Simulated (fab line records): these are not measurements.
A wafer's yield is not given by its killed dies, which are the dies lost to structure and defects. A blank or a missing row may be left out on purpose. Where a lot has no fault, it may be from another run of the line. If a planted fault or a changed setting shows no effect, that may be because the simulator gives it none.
A struck lot beside a sound one + flow sky130 + 13 steps out of a route of 708
Sound: the wafers L461.1, L461.4, L461.5. Wafers L469.2, L469.4, L469.6 were the ones struck. The cause is given at the end.
For every step that has rows: the tool of each side, followed by ch and its chambers, followed by its first start. Under that, the readings that differ: sound wafers + struck wafers + difference of the means + sigmas: that difference in standard deviations of wafers without a fault.
alike: same words and numbers on both sides, and readings whose means sit less than 2 such deviations apart. not compared: any withheld reading, any reading some wafer has no value for, any bound like >300 that may hide the same value, and any number with overlapping values for which the record gives no deviation.
A row with sigmas, a row that says differs or no value, or rows on one side alone: a step with any of these is where the two part. Numbers that have no deviation but don't overlap get no sigmas and don't part them. A reading missing from all wafers of one side parts the sides only when that side holds two or more wafers.

SKY_VIA2_CD_MEAS_12: target cd 200 nm.
  sound: cdSem-01 at day 37 19:43; struck: cdSem-02 at day 40 09:17
  alike: cdNm
SKY_VIA2_OVL_MEAS_13:
  sound: overlay-01 at day 37 19:50; struck: overlay-01 at day 40 09:23
| reading       | sound  | struck     | difference | sigmas |
|---------------|--------|------------|------------|--------|
| VIA2_OVL (nm) | 7 0 -3 | -9 -12 -12 | -12        | -2     |
SKY_VIA2_ETCH_14: etches BARC in N2/H2, stops on SiO2, time 45.9 s, target depth 60 nm.
  sound on rieDiel-04 ch 1,2, day 37 19:52; struck on rieDiel-04 ch 2,3, day 40 09:25
  alike: drypumpMotorCurrentA, oesProductAu, rfFwdPowerW, throttleValvePct
  not compared: rfHoursCounterH
SKY_VIA2_ETCH_15: etches SiO2 in C4F8/O2/Ar, stops on TiN, target depth 546 nm, time 84 s.
  sound on rieDiel-04 ch 1,2, day 37 19:55; struck on rieDiel-04 ch 2,3, day 40 09:28
  alike: oesProductAu, rfFwdPowerW
  not compared: rfHoursCounterH
SKY_VIA2_STRIP_16: strips in O2/N2.
  sound on plasmaAsher-04 ch 0,1, day 37 19:59; struck on plasmaAsher-01 ch 0,1, day 40 09:32
  alike: drypumpMotorCurrentA, o2FlowSccm, oesProductAu, stripTimeToEndpointS
  not compared: rfHoursCounterH
then, 3 steps without rows for these wafers: SKY_VIA2_STRIP_17 (strips in post etch residue remover, time 1200 s); SKY_VIA2_CLEAN_18 (cleans in IPA, time 180 s); SKY_VIA2_CLEAN_19 (cleans in O3/DIW).
SKY_VIA2_SPUTTER_20: material TiN, target thk 20 nm, time 80 s.
  sound: pvdSputter-02 at day 37 20:35; struck: pvdSputter-02 at day 40 10:07
  alike: throttleValvePct
SKY_VIA2_CVD_21: deposits W, target thk 420 nm, time 126.4 s.
  sound on cvdW-02 ch 0, day 37 20:38; struck on cvdW-01 ch 1, day 40 10:19
| reading          | sound       | struck      | difference | sigmas |
|------------------|-------------|-------------|------------|--------|
| heaterPowerW (W) | 776 783 787 | 922 916 907 | +133       | +2     |
  not compared: sinceWetCleanH
SKY_VIA2_RS_MEAS_22: measures by four-point-probe.
  sound: filmMetro-02 at day 37 20:46; struck: filmMetro-03 at day 40 10:34
  alike: VIA2_W_RS
SKY_VIA2_THK_MEAS_23: measures by xrf.
  sound: filmMetro-02 at day 37 20:53; struck: filmMetro-03 at day 40 10:40
  alike: VIA2_W_THK
SKY_VIA2_CMP_24: polishes, stops on SiO2, t overpolish 18.95 s, target thk 0 nm.
  sound on cmp-01 ch 0,2,3, day 37 21:00; struck on cmp-01 ch 0,1, day 40 10:46
  no value came back on the struck wafers for any of 5 readings (edgeZonePressureFrac, headPressurePsi (psi) and others); on the sound wafers edgeZonePressureFrac reads 1.002 0.998 1.000
| reading                                 | sound             | struck            | difference | sigmas |
|-----------------------------------------|-------------------|-------------------|------------|--------|
| model.W_of_VIA2_CVD_21.thkNm (nm)       | 0 0 0             | 412.7 417.4 417.6 | +415.9     |        |
| model.SiO2_of_VIA2_HDPCVD_00.thkNm (nm) | 492.6 490.5 491.9 | 494.1 495.9 492.9 | +2.6       |        |

== WHERE THEY PART ==
Earliest at SKY_VIA2_OVL_MEAS_13; latest, in this record, at SKY_VIA2_CMP_24.

WHY: whatever the simulator had introduced
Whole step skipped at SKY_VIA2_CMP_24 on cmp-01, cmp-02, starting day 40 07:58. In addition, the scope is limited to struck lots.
